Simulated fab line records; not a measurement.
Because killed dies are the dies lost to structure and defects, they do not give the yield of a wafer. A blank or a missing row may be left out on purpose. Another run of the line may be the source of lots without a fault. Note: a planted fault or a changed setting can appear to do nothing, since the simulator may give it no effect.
Comparing a struck lot with a sound one -- flow gf180mcu -- 35 steps out of a route of 602
Sound: the wafers L118.4, L118.5, L118.6. The struck wafers were L128.2, L128.4, L128.5. The cause is given at the end.
Order at every step that has rows: each side's tool, ch and its chambers, its first start. Under that, the readings that differ: sound wafers -- struck wafers -- difference of the means -- sigmas: that difference in standard deviations of wafers without a fault.
alike: a reading whose means differ by less than 2 such deviations, as well as words and numbers matching on both sides. not compared: withheld readings; readings where some wafer has no value; bounds like >300 that might hide an equal value; numbers whose values overlap and for which the record gives no deviation.
Wherever a step has rows on one side only, a row that says differs or no value, or a row with sigmas, the two part there. When numbers do not overlap yet have no deviation, they are printed without sigmas and do not part them. Lack of a reading on every wafer of one side parts them only where that side has two or more wafers.

first, 10 steps without rows for these wafers: GF_V3_STRIP_19 (strips in post etch residue remover, time 1200 s); GF_V3_CLEAN_20 (cleans in DIW); GF_V3_SPUTTER_21 (material Ti, target thk 15 nm, time 80.02 s); GF_V3_SPUTTER_22 (material TiN, target thk 10 nm, time 40 s); GF_V3_CVD_23 (deposits W, target thk 350 nm, time 104.9 s); GF_V3_CMP_26 (polishes, stops on SiO2, t overpolish 15 s, target thk 0 nm); GF_M4_SPUTTER_00 (material Ti, target thk 37.5 nm, time 150 s); GF_M4_SPUTTER_01 (material TiN, target thk 30 nm, time 25 s); GF_M4_SPUTTER_02 (material AlCu, target thk 450 nm, time 23.9 s); GF_M4_SPUTTER_03 (material Ti, target thk 10 nm, time 6.7 s).
GF_M4_SPUTTER_04: material TiN, target thk 50 nm, time 41.7 s.
  sound on pvd-sputter-03, day 25 11:43; struck on pvd-sputter-03, day 28 12:47
reading,sound,struck,difference,sigmas
chamber-pressure-pa (Pa),0.4010 0.3991 0.3987,0.4870 0.4866 0.4881,+0.0876,+99 or more
throttle-valve-pct (%),31.1 29.5 30.9,26.9 28.1 26.7,-3.3,-2
model.TiN_of_M4_SPUTTER_04.thk-nm (nm),49.89 49.63 49.88,48.88 48.37 48.6,-1.18,
  alike: cathode-dc-power-W
then, 22 steps without rows for these wafers: GF_M4_DEHYDRATE_07 (time 60 s); GF_M4_HMDS_08 (prime time 60 s); GF_M4_COAT_09 (resist thk 1000 nm); GF_M4_SOFTBAKE_10 (time 60 s); GF_M4_EXPOSE_11 (exposes mask Metal4, target cd 280 nm); GF_M4_PEB_12 (peb time 90 s); GF_M4_DEVELOP_13 (develop time 60 s); GF_M4_METAL_ETCH_16 (etches the open film in Cl2/BCl3, stops on SiO2, target depth 627.5 nm, time 104.6 s); GF_M4_STRIP_17 (strips in O2/N2); GF_M4_STRIP_18 (strips in post etch residue remover, time 1200 s); GF_M4_CLEAN_19 (cleans in DIW); GF_V4_CVD_00 (deposits SiO2, target thk 600 nm, time 100 s); GF_V4_CVD_02 (deposits SiO2 from TEOS, target thk 850 nm, time 94.851 s); GF_V4_CMP_04 (polishes SiO2); GF_V4_DEHYDRATE_06 (time 60 s); GF_V4_HMDS_07 (prime time 60 s); GF_V4_COAT_08; GF_V4_COAT_09 (resist thk 1000 nm); GF_V4_SOFTBAKE_10 (time 60 s); GF_V4_EXPOSE_11 (exposes mask Via4, target cd 260 nm); GF_V4_PEB_12 (peb time 90 s); GF_V4_DEVELOP_13 (develop time 60 s).
GF_V4_STRIP_19: strips in post etch residue remover, time 1200 s.
  sound on wet-bench-02 ch 3, day 27 07:40; struck on wet-bench-04 ch 3, day 30 04:52
reading,sound,struck,difference,sigmas
model.TiN_of_M4_SPUTTER_04.thk-nm (nm),49.04 48.78 49.03,48.05 47.53 47.75,-1.17,
  alike: temp-c
GF_PASSIVATION_PROBE_99:
  the record holds rows for the sound wafers here (prober-02, day 31 14:47) but none for the struck ones

WHERE THEY PART
Earliest at GF_M4_SPUTTER_04; latest, in this record, at GF_PASSIVATION_PROBE_99.

WHY: what the simulator had put in
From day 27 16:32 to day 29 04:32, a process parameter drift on pvd-sputter-03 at GF_M4_SPUTTER_04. A move of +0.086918 in setting chamber-pressure-pa, from 0.4. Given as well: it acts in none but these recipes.
